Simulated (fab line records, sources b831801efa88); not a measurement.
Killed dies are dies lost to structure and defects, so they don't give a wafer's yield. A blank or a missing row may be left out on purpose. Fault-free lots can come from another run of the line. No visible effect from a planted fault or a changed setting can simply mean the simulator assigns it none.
Matching of chambers + flow sky130 + rie si-02 running SKY_FIELD_ISO_ETCH_17: 4 sister chambers
The step etches Si in HBr/Cl2/O2, target depth 342 nm, time 97.7 s. 8 wafers are shown with their chamber, then 7 later ones without.

EACH WAFER AND ITS CHAMBER
| wafer  | chamber | drypump motor current A (A) | rf fwd power W (W) |
|--------|---------|-----------------------------|--------------------|
| L728.1 | 2       | 5.8                         | 594.7              |
| L732.3 | 3       | 6.0                         | 600.0              |
| L732.6 | 0       | 6.3                         | 597.7              |
| L735.1 | 3       | 6.0                         | 598.9              |
| L735.2 | 2       | 5.8                         | 595.0              |
| L735.3 | 1       | 5.4                         | 600.4              |
| L742.1 | 0       | 6.3                         | 595.0              |
| L742.5 | 1       | 5.5                         | 595.9              |

WAFERS WITHOUT THEIR CHAMBER
| wafer  | drypump motor current A (A) | rf fwd power W (W) |
|--------|-----------------------------|--------------------|
| L742.6 | 5.8                         | 597.5              |
| L746.1 | 5.7                         | 596.2              |
| L746.3 | 5.9                         | 595.4              |
| L746.4 | 6.3                         | 595.8              |
| L748.1 | 5.5                         | 598.4              |
| L748.2 | 6.0                         | 593.1              |
| L748.3 | 5.8                         | 595.9              |

WHICH CHAMBER EACH WENT THROUGH
| wafer  | from the rows above     | in truth |
|--------|-------------------------|----------|
| L742.6 | 2                       | 2        |
| L746.1 | 2                       | 2        |
| L746.3 | can't be placed: 2 or 3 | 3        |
| L746.4 | 0                       | 0        |
| L748.1 | 1                       | 1        |
| L748.2 | 3                       | 3        |
| L748.3 | 2                       | 2        |
Placed correctly: 6 of 7. Not placeable from these rows: 1 (in 1, the candidates include the true chamber). Placed wrongly: 0.
How it was worked out, from the rows above alone: a wafer's distance from a chamber is the root of the sum, over the readings, of the square of ((its reading less the chamber's mean) divided by the reading's scatter). The wafer belongs to the nearest chamber; if the next one is less than 2 further off, it can't be placed. Each chamber's mean is taken over the wafers shown for it. How the scatter is found: for the shown wafers, subtract from each reading the mean of its chamber, square and add these, divide the total by (wafers less chambers), then take the root.
